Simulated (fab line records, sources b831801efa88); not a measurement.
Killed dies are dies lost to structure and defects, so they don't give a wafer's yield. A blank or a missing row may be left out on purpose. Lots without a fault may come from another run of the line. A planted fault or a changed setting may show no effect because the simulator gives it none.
A struck lot beside a sound one | flow gf180mcu | 28 steps out of a route of 602
Sound: wafers L980.1, L980.2, L980.3. Struck: wafers L986.1, L986.2, L986.3. The cause comes at the end.
At each step with rows: each side's tool, then ch and its chambers, then its first start. Under that, the readings that differ: sound wafers | struck wafers | difference of the means | sigmas: that difference in standard deviations of wafers without a fault.
alike: readings whose means differ by less than 2 such deviations, and words and numbers that are the same on both sides. not compared: withheld readings, readings that some wafer has no value for, bounds like >300 that may hide the same value, and numbers for which the record gives no deviation and whose values overlap.
The two part at a step that has a row with sigmas, a row that says differs or no value, or rows on one side only. Numbers that don't overlap but have no deviation are shown without sigmas and don't part them. A reading that every wafer of one side lacks parts them only if that side has two wafers or more.

GF_V2_OVL_MEAS_15:
  sound on overlay-01, day 22 07:50; struck on overlay-02, day 24 19:22
  alike: V2_OVL
then, 6 steps without rows for these wafers: GF_V2_ETCH_16 (etches BARC in N2/H2); GF_V2_ETCH_17 (etches SiO2 in C4F8/O2/Ar, stops on TiN, target depth 630 nm); GF_V2_STRIP_18 (strips in O2/N2); GF_V2_STRIP_19 (strips in post etch residue remover, time 1200 s); GF_V2_CLEAN_20 (cleans in DIW); GF_V2_SPUTTER_21 (material Ti, target thk 15 nm, time 80.02 s).
GF_V2_SPUTTER_22: material TiN, target thk 10 nm, time 40 s.
  sound on pvd_sputter-04, day 22 08:38; struck on pvd_sputter-01, day 24 20:07
  alike: cathode_dc_power_W, chamber_pressure_pa, throttle_valve_pct
then, 1 step without rows for these wafers: GF_V2_CVD_23 (deposits W, target thk 350 nm, time 104.94 s).
GF_V2_RS_MEAS_24: measures by four-point-probe.
  sound on film_metro-02, day 22 08:47; struck on film_metro-02, day 24 20:16
  alike: V2_W_RS
GF_V2_THK_MEAS_25: measures by xrf.
  sound on film_metro-02, day 22 08:55; struck on film_metro-02, day 24 20:23
  alike: V2_W_THK
then, 1 step without rows for these wafers: GF_V2_CMP_26 (polishes, stops on SiO2, t overpolish 15 s, target thk 0 nm).
GF_M3_SPUTTER_00: material Ti, target thk 37.5 nm, time 150 s.
  sound on pvd_sputter-03, day 22 09:16; struck on pvd_sputter-02, day 24 20:45
  no value came back on the struck wafers for cathode_dc_power_W (W), chamber_pressure_pa (Pa), throttle_valve_pct (%); on the sound wafers cathode_dc_power_W (W) reads 4000.3 3999.8 3999.1
GF_M3_SPUTTER_01: material TiN, target thk 30 nm, time 25 s.
  sound on pvd_sputter-03, day 22 09:22; struck on pvd_sputter-02, day 24 20:51
  alike: cathode_dc_power_W, chamber_pressure_pa, throttle_valve_pct
GF_M3_SPUTTER_02: material AlCu, target thk 450 nm, time 23.9 s.
  sound on pvd_sputter-03, day 22 09:24; struck on pvd_sputter-02, day 24 20:53
  alike: cathode_dc_power_W, chamber_pressure_pa, throttle_valve_pct
GF_M3_SPUTTER_03: material Ti, target thk 10 nm, time 6.7 s.
  sound on pvd_sputter-03, day 22 09:26; struck on pvd_sputter-02, day 24 20:55
  alike: cathode_dc_power_W, chamber_pressure_pa, throttle_valve_pct
GF_M3_SPUTTER_04: material TiN, target thk 50 nm, time 41.7 s.
  sound on pvd_sputter-03, day 22 09:28; struck on pvd_sputter-02, day 24 20:56
  alike: cathode_dc_power_W, chamber_pressure_pa, throttle_valve_pct
then, 7 steps without rows for these wafers: GF_M3_DEHYDRATE_07 (time 60 s); GF_M3_HMDS_08 (prime time 60 s); GF_M3_COAT_09 (resist thk 1000 nm); GF_M3_SOFTBAKE_10 (time 60 s); GF_M3_EXPOSE_11 (exposes mask Metal3, target cd 280 nm); GF_M3_PEB_12 (peb time 90 s); GF_M3_DEVELOP_13 (develop time 60 s).
GF_M3_CD_MEAS_14: target cd 280 nm.
  sound on cd_sem-01, day 23 08:32; struck on cd_sem-01, day 25 18:32
  alike: cd_nm
GF_M3_OVL_MEAS_15:
  sound on overlay-01, day 23 08:40; struck on overlay-01, day 25 18:40
  alike: M3_OVL
GF_M3_METAL_ETCH_16: etches the open film in Cl2/BCl3, stops on SiO2, target depth 627.5 nm, time 104.6 s.
  sound on rie_metal-02 ch 0,1, day 23 08:41; struck on rie_metal-02 ch 0,1, day 25 18:41
  reading                | sound                | struck               | difference | sigmas
  oes_product_au (a.u.)  | 0.972 0.969 0.969    | 0.998 0.994 0.994    | +0.025     | +5
  throttle_valve_pct (%) | 28.251 28.261 28.278 | 28.231 28.232 28.235 | -0.031     | -3
  alike: chamber_pressure_mTorr, drypump_motor_current_A, mfc_cl2_sccm
  not compared: rf_hours_counter_h
then, 1 step without rows for these wafers: GF_M3_STRIP_17 (strips in O2/N2).

WHERE THEY PART
First at GF_M3_SPUTTER_00; last, within this record, at GF_M3_METAL_ETCH_16.

WHY: what the simulator had put in
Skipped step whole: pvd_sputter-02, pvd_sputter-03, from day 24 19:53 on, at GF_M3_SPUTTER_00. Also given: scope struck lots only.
